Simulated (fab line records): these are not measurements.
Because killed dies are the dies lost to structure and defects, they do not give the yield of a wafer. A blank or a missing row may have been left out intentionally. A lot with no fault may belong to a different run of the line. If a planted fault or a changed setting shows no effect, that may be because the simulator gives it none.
fab line records | flow gf180mcu
record: lots: 7 wafers: 21 lastDay: 33
route steps=602 shown MVSD@68 MVPSD@78 VT_IMPLANT@90
lots untouched by any fault: they come from a run of this same line in which no faults occurred
startH: the number of hours between the record's first day and the start of the first shown wafer of the lot | waitH: hours since the lot's step before | " same as the row above | L1.1+2: one row covering several wafers at once | - no value, or no start given | * or withheld: withheld | < > ~ a bound
route shown NAME@n: names a module that has steps shown in the file, with the first one's number in the route | usual: mean/standard deviation taken from wafers without a fault | same: alike in all rows | chamber/n: place in a boat | sites: the reading at each site | _std_site: the values' standard deviation | _edge_site: mean of outer sites minus mean of inner sites | radiusMm: for every site, how far away it sits from the centre of the wafer | mask NAME#n: copy n | behind: the last tool/chamber to shape the wafer | hold: cause of the lot's hold/its duration in hours/its outcome | device: the n, p or np transistor that did not switch | end of line: the same wafers' tests at the end of the route | step lacking rows: just its recipe | killed: dies that structure and defects cost at the first sort, which is not the same as the wafer's yield | map: a wafer's dies, x killed, . not, _ none there
set.NAME: the setting that was run; set.NAME@STEP: the one run at that earlier step | model.NAME: the simulator's own value behind a step, which no gauge read
certain route steps with their lots: each step a table, each wafer a row
services: the hour from which a tool's chamber was out of use, counted from the record's first day as startH (under 0 if before that day), plus the number of hours and why
== steps ==
step: GF_MVSD_COAT_02
recipe: spinRpm: 2000 resistThkNm: 3000
step: GF_MVSD_SOFTBAKE_03
recipe: tempC: 110 timeS: withheld
step: GF_MVSD_EXPOSE_04
recipe: maskId: MVSD targetCdNm: 1000 na: 0.6 sourceShape: conventional sigmaOuter: 0.6 doseMj: 260
step: GF_MVSD_PEB_05
recipe: tempC: 115 timeS: withheld
step: GF_MVSD_DEVELOP_06
recipe: wallAngleDeg: 90 developTimeS: 60 devTempC: 23
step: GF_MVSD_OVL_MEAS_07
usual: MVSD_OVL: 1.3/1.7
columns lot.wafer tool chamber startH waitH MVSD_OVL[nm]
L285.1 overlay-01 - 99.61 - -1.8
L285.4 " - " " -0.8
L285.5 " - " " 0.3
L291.2 overlay-02 - 134.61 - 3.7
L291.4 " - " " 4.3
L291.5 " - " " 4.3
L292.2 overlay-01 - 140.66 - 0.1
L292.5 " - " " 2.0
L292.6 " - " " 2.1
L293.1 overlay-01 - 145.85 - -3.0
L293.4 " - " " -0.6
L293.5 " - " " -2.2
L294.2 overlay-01 - 147.01 - 0.4
L294.4 " - " " 0.2
L294.5 " - " " 3.3
L298.1 overlay-01 - 175.55 - -0.5
L298.4 " - " " -0.6
L298.6 " - " " 0.7
L300.4 overlay-01 - 186.42 - -0.7
L300.5 " - " " 0.3
L300.6 " - " " -1.2
step: GF_MVSD_IMPLANT_08
recipe: species: P energyKev: 400 doseCm2: 1.6e+13 tiltDeg: 0
step: GF_MVSD_IMPLANT_09
recipe: species: P energyKev: 100 doseCm2: 5e+12 tiltDeg: 0
step: GF_MVSD_STRIP_10
recipe: chemistry: O2/N2 powerW: 1400 pressureMtorr: 1500 platenTempC: 250 o2FlowSccm: 3000 n2FlowSccm: 300 overashFraction: 0.5
usual: drypumpMotorCurrentA: 5.9/0.41 heaterPowerW: 327/33 oesProductAu: 0.723/0.0042 stripTimeToEndpointS: 36.98/0.1
columns lot.wafer tool chamber startH waitH drypumpMotorCurrentA heaterPowerW oesProductAu rfHoursCounterH stripTimeToEndpointS
L285.1 plasmaAsher-03 1 99.95 0.1 5.9 337 0.724 41 36.77
L285.4 " 1 " " 5.9 340 0.719 - 36.74
L285.5 " 0 " " 6.5 313 0.715 - 36.72
L291.2 plasmaAsher-02 1 134.94 0.1 5.8 374 0.727 2 36.99
L291.4 " 0 " " 5.4 291 0.726 - 36.93
L291.5 " 0 " " 5.4 290 0.718 - 37.03
L292.2 plasmaAsher-04 1 140.99 0.1 5.4 283 0.725 34 37.05
L292.5 " 1 " " 5.5 279 0.721 - 37.01
L292.6 " 0 " " 5.6 368 0.730 - 37.09
L293.1 plasmaAsher-04 0 146.19 0.1 5.5 364 0.719 34 37.07
L293.4 " 0 " " 5.6 360 0.727 - 37.11
L293.5 " 0 " " 5.5 354 0.724 - 36.92
L294.2 plasmaAsher-03 0 147.34 0.1 6.5 306 0.722 46 36.95
L294.4 " 0 " " 6.5 311 0.733 - 37.01
L294.5 " 0 " " 6.5 315 0.724 - 37.00
L298.1 plasmaAsher-02 0 175.89 0.1 5.4 295 0.725 6 36.92
L298.4 " 0 " " 5.4 286 0.724 - 37.03
L298.6 " 0 " " 5.4 289 0.717 - 37.09
L300.4 plasmaAsher-03 0 186.77 0.1 6.5 302 0.727 - 36.91
L300.5 " 1 " " 5.9 336 0.725 - 36.98
L300.6 " 0 " " 6.5 311 0.724 - 37.04
step: GF_MVSD_TW_MEAS_11
usual: MVSD_TW: 1587/8.9
columns lot.wafer tool chamber startH waitH MVSD_TW
L285.1 filmMetro-02 - 100.05 0.1 1598
L285.4 " - " " 1604
L285.5 " - " " 1604
L291.2 filmMetro-02 - 135.11 0.1 1600
L291.4 " - " " 1592
L291.5 " - " " 1600
L292.2 filmMetro-02 - 141.10 0.1 1591
L292.5 " - " " 1595
L292.6 " - " " 1592
L293.1 filmMetro-03 - 146.29 0.1 1577
L293.4 " - " " 1568
L293.5 " - " " 1580
L294.2 filmMetro-04 - 147.45 0.1 1592
L294.4 " - " " 1589
L294.5 " - " " 1592
L298.1 filmMetro-03 - 175.99 0.1 1594
L298.4 " - " " 1592
L298.6 " - " " 1588
L300.4 filmMetro-04 - 186.87 0.1 1588
L300.5 " - " " 1594
L300.6 " - " " 1592
step: GF_MVPSD_DEHYDRATE_00
recipe: tempC: 200 timeS: 60
step: GF_MVPSD_HMDS_01
recipe: primeTimeS: 60 primeTempC: 120
step: GF_MVPSD_COAT_02
recipe: spinRpm: 2000 resistThkNm: 3000
usual: chillPlateTempC: 23.00/0.11 dispensePressureKPa: 52/3.8
columns lot.wafer tool chamber startH waitH chillPlateTempC dispensePressureKPa
L285.1 lithoTrack-02 0 106.85 0.1 22.94 52
L285.4 " 0 " " 23.01 52
L285.5 " 0 " " 22.97 52
L291.2 lithoTrack-01 - 142.28 0.1 - -
L291.4 " - " " - -
L291.5 " - " " - -
L292.2 lithoTrack-04 - 148.03 0.1 - -
L292.5 " - " " - -
L292.6 " - " " - -
L293.1 lithoTrack-04 - 154.01 0.1 - -
L293.4 " - " " - -
L293.5 " - " " - -
L294.2 lithoTrack-04 0 155.03 0.1 23.13 47
L294.4 " 0 " " 23.10 47
L294.5 " 0 " " 23.01 47
L298.1 lithoTrack-01 0 183.55 0.1 23.14 56
L298.4 " 0 " " 22.99 56
L298.6 " 0 " " 23.12 56
L300.4 lithoTrack-04 0 194.83 0.1 23.22 47
L300.5 " 0 " " 23.03 47
L300.6 " 0 " " 23.06 47
step: GF_MVPSD_SOFTBAKE_03
recipe: tempC: 110 timeS: withheld
step: GF_MVPSD_EXPOSE_04
recipe: maskId: MVPSD targetCdNm: 1000 na: 0.6 sourceShape: conventional sigmaOuter: 0.6 doseMj: 260
step: GF_MVPSD_PEB_05
recipe: tempC: 115 timeS: withheld
step: GF_MVPSD_DEVELOP_06
recipe: wallAngleDeg: 90 developTimeS: 60 devTempC: 23
step: GF_MVPSD_OVL_MEAS_07
usual: MVPSD_OVL: -0.3/1.3
columns lot.wafer tool chamber startH waitH MVPSD_OVL[nm]
L285.1 overlay-01 - 114.05 - -3.4
L285.4 " - " " -2.4
L285.5 " - " " -2.4
L291.2 overlay-01 - 149.71 - -
L291.4 " - " " -
L291.5 " - " " -
L292.2 overlay-01 - 156.31 - -
L292.5 " - " " -
L292.6 " - " " -
L293.1 overlay-01 - 162.10 - -
L293.4 " - " " -
L293.5 " - " " -
L294.2 overlay-01 - 163.06 - 2.1
L294.4 " - " " 2.4
L294.5 " - " " 1.7
L298.1 overlay-02 - 191.91 - -0.8
L298.4 " - " " -0.1
L298.6 " - " " -1.0
L300.4 overlay-02 - 203.23 - -0.1
L300.5 " - " " 0.7
L300.6 " - " " 0.8
step: GF_MVPSD_IMPLANT_08
recipe: species: B energyKev: 170 doseCm2: 1.5e+13 tiltDeg: 0
step: GF_MVPSD_IMPLANT_09
recipe: species: B energyKev: 40 doseCm2: 5e+12 tiltDeg: 0
step: GF_MVPSD_STRIP_10
recipe: chemistry: O2/N2 powerW: 1400 pressureMtorr: 1500 platenTempC: 250 o2FlowSccm: 3000 n2FlowSccm: 300 overashFraction: 0.5
usual: drypumpMotorCurrentA: 6.0/0.4 heaterPowerW: 331/24 oesProductAu: 0.722/0.0043 stripTimeToEndpointS: 36.99/0.095
columns lot.wafer tool chamber startH waitH drypumpMotorCurrentA heaterPowerW oesProductAu rfHoursCounterH stripTimeToEndpointS
L285.1 plasmaAsher-03 0 114.39 0.1 6.5 313 0.713 43 37.06
L285.4 " 0 " " 6.5 310 0.719 - 36.98
L285.5 " 1 " " 5.9 343 0.726 - 36.99
L291.2 plasmaAsher-01 1 150.04 0.1 5.5 308 - 52 -
L291.4 " 0 " " 6.3 365 - - -
L291.5 " 1 " " 5.5 318 - - -
L292.2 plasmaAsher-03 0 156.64 0.1 6.5 307 - 47 -
L292.5 " 0 " " 6.5 311 - - -
L292.6 " 1 " " 5.9 336 - - -
L293.1 plasmaAsher-03 0 162.44 0.1 6.5 319 - 48 -
L293.4 " 1 " " 5.9 332 - - -
L293.5 " 1 " " 5.9 339 - - -
L294.2 plasmaAsher-01 1 163.39 0.1 5.5 310 0.720 53 37.04
L294.4 " 1 " " 5.4 308 0.723 - 36.99
L294.5 " 0 " " 6.3 366 0.723 - 37.13
L298.1 plasmaAsher-01 0 192.24 0.1 6.3 373 0.724 57 36.90
L298.4 " 1 " " 5.5 315 0.719 - 36.98
L298.6 " 0 " " 6.3 370 0.719 - 37.02
L300.4 plasmaAsher-03 0 203.58 0.1 6.5 313 0.724 - 37.07
L300.5 " 1 " " 5.9 335 0.719 - 37.03
L300.6 " 0 " " 6.5 313 0.719 - 37.06
step: GF_MVPSD_TW_MEAS_11
usual: MVPSD_TW: 556/3.2
columns lot.wafer tool chamber startH waitH MVPSD_TW
L285.1 filmMetro-02 - 114.49 0.1 564
L285.4 " - " " 561
L285.5 " - " " 564
L291.2 filmMetro-04 - 150.15 0.1 559
L291.4 " - " " 558
L291.5 " - " " 557
L292.2 filmMetro-02 - 156.75 0.1 561
L292.5 " - " " 561
L292.6 " - " " 560
L293.1 filmMetro-02 - 162.54 0.1 560
L293.4 " - " " 556
L293.5 " - " " 559
L294.2 filmMetro-04 - 163.50 0.1 559
L294.4 " - " " 560
L294.5 " - " " 557
L298.1 filmMetro-04 - 192.34 0.1 553
L298.4 " - " " 555
L298.6 " - " " 553
L300.4 filmMetro-04 - 203.67 0.1 551
L300.5 " - " " 551
L300.6 " - " " 552
step: GF_VT_IMPLANT_DEHYDRATE_00
recipe: tempC: 200 timeS: 60
step: GF_VT_IMPLANT_HMDS_01
recipe: primeTimeS: 60 primeTempC: 120
step: GF_VT_IMPLANT_COAT_02
recipe: resist: NOVOLAK spinRpm: 3000 resistThkNm: 1000
step: GF_VT_IMPLANT_SOFTBAKE_03
recipe: tempC: 90 timeS: 60 resist: NOVOLAK
step: GF_VT_IMPLANT_EXPOSE_04
recipe: maskId: LVPWELL_LV_AREA targetCdNm: 600 na: 0.6 sourceShape: conventional sigmaOuter: 0.6 doseMj: 140
step: GF_VT_IMPLANT_PEB_05
recipe: tempC: withheld timeS: * resist: NOVOLAK
step: GF_VT_IMPLANT_DEVELOP_06
recipe: developTimeS: 60 devTempC: 23
step: GF_VT_IMPLANT_OVL_MEAS_07
usual: VT_IMPLANT_OVL: 0.2/1.1
columns lot.wafer tool chamber startH waitH VT_IMPLANT_OVL[nm]
L285.1 overlay-02 - 129.25 0.1 -1.0
L285.4 " - " " 0.2
L285.5 " - " " -0.3
L291.2 overlay-01 - 165.91 0.1 -0.5
L291.4 " - " " 1.0
L291.5 " - " " 1.9
L292.2 overlay-02 - 172.01 0.1 1.0
L292.5 " - " " 2.9
L292.6 " - " " 2.5
L293.1 overlay-02 - 179.55 0.1 -1.7
L293.4 " - " " -0.7
L293.5 " - " " 2.2
L294.2 overlay-01 - 179.61 0.1 -0.6
L294.4 " - " " -0.6
L294.5 " - " " -0.1
L298.1 overlay-02 - 208.85 0.1 0.3
L298.4 " - " " 1.7
L298.6 " - " " 1.0
L300.4 overlay-01 - 220.52 0.1 1.1
L300.5 " - " " -0.8
L300.6 " - " " 1.2
step: GF_VT_IMPLANT_IMPLANT_08
recipe: species: BF2 energyKev: 20 doseCm2: 8.29e+12 tiltDeg: 7
step: GF_VT_IMPLANT_STRIP_09
recipe: chemistry: O2/N2 powerW: 1400 pressureMtorr: 1500 platenTempC: 250 o2FlowSccm: 3000 n2FlowSccm: 300 overashFraction: 0.5
usual: drypumpMotorCurrentA: 5.7/0.33 heaterPowerW: 337/39 oesProductAu: 0.716/0.0045 stripTimeToEndpointS: 12.64/0.031
columns lot.wafer tool chamber startH waitH drypumpMotorCurrentA heaterPowerW oesProductAu rfHoursCounterH stripTimeToEndpointS
L285.1 plasmaAsher-04 1 129.44 0.1 5.5 278 0.710 33 12.66
L285.4 " 1 " " 5.4 289 0.711 - 12.66
L285.5 " 0 " " 5.6 364 0.716 - 12.65
L291.2 plasmaAsher-01 1 166.09 0.1 5.5 306 0.713 54 12.61
L291.4 " 0 " " 6.3 374 0.716 - 12.58
L291.5 " 0 " " 6.3 369 0.718 - 12.62
L292.2 plasmaAsher-02 1 172.19 0.1 5.8 376 0.721 6 12.64
L292.5 " 1 " " 5.8 382 0.715 - 12.65
L292.6 " 0 " " 5.4 301 0.711 - 12.59
L293.1 plasmaAsher-01 0 179.74 0.1 6.3 369 0.713 55 12.62
L293.4 " 0 " " 6.3 369 0.720 - 12.67
L293.5 " 0 " " 6.3 366 0.713 - 12.66
L294.2 plasmaAsher-04 0 179.89 0.1 5.6 359 0.719 37 12.75
L294.4 " 1 " " 5.4 287 0.713 - 12.68
L294.5 " 0 " " 5.6 364 0.717 - 12.71
L298.1 plasmaAsher-01 0 209.04 0.1 6.3 366 0.723 59 12.64
L298.4 " 1 " " 5.5 301 0.714 - 12.63
L298.6 " 0 " " 6.4 368 0.718 - 12.66
L300.4 plasmaAsher-04 1 220.72 0.1 5.4 285 0.720 - 12.64
L300.5 " 0 " " 5.6 366 0.708 - 12.64
L300.6 " 1 " " 5.4 284 0.714 - 12.62
step: GF_VT_IMPLANT_TW_MEAS_10
usual: VT_IMPLANT_TW: 565/3.8
columns lot.wafer tool chamber startH waitH hold VT_IMPLANT_TW
L285.1 filmMetro-02 - 129.54 0.1 - 568
L285.4 " - " " - 568
L285.5 " - " " - 569
L291.2 filmMetro-03 - 166.20 0.1 awaitDispo/0.2h/release 695
L291.4 " - " " awaitDispo/0.2h/release 695
L291.5 " - " " awaitDispo/0.2h/release 692
L291.2 filmMetro-03 - 166.51 0.3 - 691
L291.4 " - " " - 691
L291.5 " - " " - 693
L292.2 filmMetro-01 - 172.30 0.1 awaitDispo/0.2h/release 693
L292.5 " - " " awaitDispo/0.2h/release 694
L292.6 " - " " awaitDispo/0.2h/release 695
L292.2 filmMetro-01 - 172.53 0.2 - 694
L292.5 " - " " - 692
L292.6 " - " " - 692
L293.1 filmMetro-02 - 179.84 0.1 awaitDispo/0.2h/release 701
L293.4 " - " " awaitDispo/0.2h/release 699
L293.5 " - " " awaitDispo/0.2h/release 702
L293.1 filmMetro-02 - 180.07 0.2 - 701
L293.4 " - " " - 699
L293.5 " - " " - 699
L294.2 filmMetro-02 - 180.00 0.1 - 567
L294.4 " - " " - 568
L294.5 " - " " - 565
L298.1 filmMetro-01 - 209.14 0.1 - 560
L298.4 " - " " - 559
L298.6 " - " " - 562
L300.4 filmMetro-02 - 220.82 0.1 - 567
L300.5 " - " " - 569
L300.6 " - " " - 569
step: GF_VT_IMPLANT_HMDS_12
recipe: primeTimeS: 60 primeTempC: 120
step: GF_VT_IMPLANT_COAT_13
recipe: resist: NOVOLAK spinRpm: 3000 resistThkNm: 1000
step: GF_VT_IMPLANT_SOFTBAKE_14
recipe: tempC: 90 timeS: 60 resist: NOVOLAK
step: GF_VT_IMPLANT_EXPOSE_15
recipe: maskId: Nwell_LV_AREA targetCdNm: 860 na: 0.6 sourceShape: conventional sigmaOuter: 0.6 doseMj: 140
step: GF_VT_IMPLANT_PEB_16
recipe: tempC: withheld timeS: * resist: NOVOLAK
step: GF_VT_IMPLANT_DEVELOP_17
recipe: developTimeS: 60 devTempC: 23
step: GF_VT_IMPLANT_OVL_MEAS_18
usual: VT_IMPLANT_01_OVL: 0.5/1.2
columns lot.wafer tool chamber startH waitH VT_IMPLANT_01_OVL[nm]
L285.1 overlay-01 - 144.45 0.1 0.3
L285.4 " - " " -0.1
L285.5 " - " " -0.4
L291.2 overlay-01 - 183.61 0.1 -0.6
L291.4 " - " " 0.4
L291.5 " - " " 1.1
L292.2 overlay-01 - 188.56 0.1 0.3
L292.5 " - " " -0.7
L292.6 " - " " -1.5
L293.1 overlay-01 - 195.95 0.1 1.7
L293.4 " - " " -0.3
L293.5 " - " " 0.8
L294.2 overlay-02 - 195.96 0.1 0.1
L294.4 " - " " -0.1
L294.5 " - " " 0.1
L298.1 overlay-02 - 226.15 0.1 0.1
L298.4 " - " " 1.6
L298.6 " - " " 1.6
L300.4 overlay-02 - 238.02 0.1 -1.1
L300.5 " - " " -0.3
L300.6 " - " " 0.0
step: GF_VT_IMPLANT_IMPLANT_19
recipe: species: As energyKev: 100 doseCm2: 4.35e+12 tiltDeg: 7
step: GF_VT_IMPLANT_TW_MEAS_21
usual: VT_IMPLANT_2_TW: 1219/9
columns lot.wafer tool chamber startH waitH hold VT_IMPLANT_2_TW
L285.1 filmMetro-02 - 144.74 0.1 - 1219
L285.4 " - " " - 1225
L285.5 " - " " - 1229
L291.2 filmMetro-02 - 183.90 0.1 awaitDispo/0.2h/release 1257
L291.4 " - " " awaitDispo/0.2h/release 1252
L291.5 " - " " awaitDispo/0.2h/release 1255
L291.2 filmMetro-02 - 184.12 0.2 - 1257
L291.4 " - " " - 1253
L291.5 " - " " - 1266
L292.2 filmMetro-02 - 188.85 0.1 awaitDispo/0.2h/release 1260
L292.5 " - " " awaitDispo/0.2h/release 1264
L292.6 " - " " awaitDispo/0.2h/release 1258
L292.2 filmMetro-02 - 189.07 0.2 - 1248
L292.5 " - " " - 1250
L292.6 " - " " - 1256
L293.1 filmMetro-02 - 196.24 0.1 awaitDispo/0.2h/release 1257
L293.4 " - " " awaitDispo/0.2h/release 1265
L293.5 " - " " awaitDispo/0.2h/release 1263
L293.1 filmMetro-02 - 196.46 0.2 - 1251
L293.4 " - " " - 1259
L293.5 " - " " - 1253
L294.2 filmMetro-01 - 196.25 0.1 - 1212
L294.4 " - " " - 1213
L294.5 " - " " - 1213
L298.1 filmMetro-02 - 226.44 0.1 - 1229
L298.4 " - " " - 1228
L298.6 " - " " - 1228
L300.4 filmMetro-01 - 238.32 0.1 - 1216
L300.5 " - " " - 1217
L300.6 " - " " - 1219
step: GF_VT_IMPLANT_TW_MEAS_32
usual: VT_IMPLANT_3_TW: 268.5/1.5
columns lot.wafer tool chamber startH waitH hold VT_IMPLANT_3_TW
L285.1 filmMetro-01 - 161.39 0.1 - 269.0
L285.4 " - " " - 266.5
L285.5 " - " " - 266.9
L291.2 filmMetro-03 - 200.55 0.1 awaitDispo/0.2h/release 569.9
L291.4 " - " " awaitDispo/0.2h/release 568.4
L291.5 " - " " awaitDispo/0.2h/release 569.7
L291.2 filmMetro-03 - 200.78 0.2 - 570.1
L291.4 " - " " - 566.7
L291.5 " - " " - 564.9
L292.2 filmMetro-03 - 205.20 0.1 awaitDispo/0.2h/release 568.4
L292.5 " - " " awaitDispo/0.2h/release 569.1
L292.6 " - " " awaitDispo/0.2h/release 567.8
L292.2 filmMetro-03 - 205.42 0.2 - 571.7
L292.5 " - " " - 569.0
L292.6 " - " " - 571.1
L293.1 filmMetro-01 - 213.09 0.1 awaitDispo/0.2h/release 567.0
L293.4 " - " " awaitDispo/0.2h/release 567.6
L293.5 " - " " awaitDispo/0.2h/release 569.1
L293.1 filmMetro-01 - 213.31 0.2 - 568.3
L293.4 " - " " - 569.0
L293.5 " - " " - 567.2
L294.2 filmMetro-03 - 213.40 0.1 - 268.1
L294.4 " - " " - 267.3
L294.5 " - " " - 268.2
L298.1 filmMetro-01 - 244.99 0.1 - 268.4
L298.4 " - " " - 267.5
L298.6 " - " " - 267.0
L300.4 filmMetro-01 - 256.82 0.1 - 267.3
L300.5 " - " " - 266.8
L300.6 " - " " - 268.8
== services ==
columns tool chamber startH hours kind
plasmaAsher-04 - 82.63 15.6 pm
plasmaAsher-02 - 94.01 2.8 pm
plasmaAsher-02 - 108.75 9.0 pm
plasmaAsher-02 0 108.75 9.0 ventCycle
plasmaAsher-02 1 108.75 9.0 ventCycle
plasmaAsher-02 0 117.75 - clean
plasmaAsher-02 1 117.75 - clean
plasmaAsher-02 - 132.42 1.6 repair
plasmaAsher-04 - 155.94 11.5 repair
plasmaAsher-03 - 179.89 1.4 repair
plasmaAsher-04 - 197.43 1.0 repair
== key ==
firstSign: step: GF_MVPSD_COAT_02 reading: toolRecord direction: missing
effect: step: GF_MVPSD_OVL_MEAS_07 reading: MVPSD_OVL direction: missing
effect: step: GF_VT_IMPLANT_TW_MEAS_10 reading: visit direction: added
effect: step: GF_VT_IMPLANT_TW_MEAS_10 reading: VT_IMPLANT_TW direction: up sigmas: 34 usual: 565 struck: 696
effect: step: GF_VT_IMPLANT_TW_MEAS_21 reading: VT_IMPLANT_2_TW direction: up sigmas: 4.4 usual: 1219 struck: 1259
effect: step: GF_VT_IMPLANT_TW_MEAS_32 reading: VT_IMPLANT_3_TW direction: up sigmas: 99+ usual: 268.5 struck: 568.5
metAt GF_MVPSD_COAT_02
struckWafers L291.2,L291.4,L291.5,L292.2,L292.5,L292.6,L293.1,L293.4,L293.5
scrappedBehind GF_VT_IMPLANT_TW_MEAS_32 L291.2,L291.4,L291.5,L292.2,L292.5,L292.6,L293.1,L293.4,L293.5
fault: kind: skippedStepWhole tool: lithoTrack-01,lithoTrack-04 chamber: - onsetH: 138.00 steps: GF_MVPSD_COAT_02 scope: struckLotsOnly
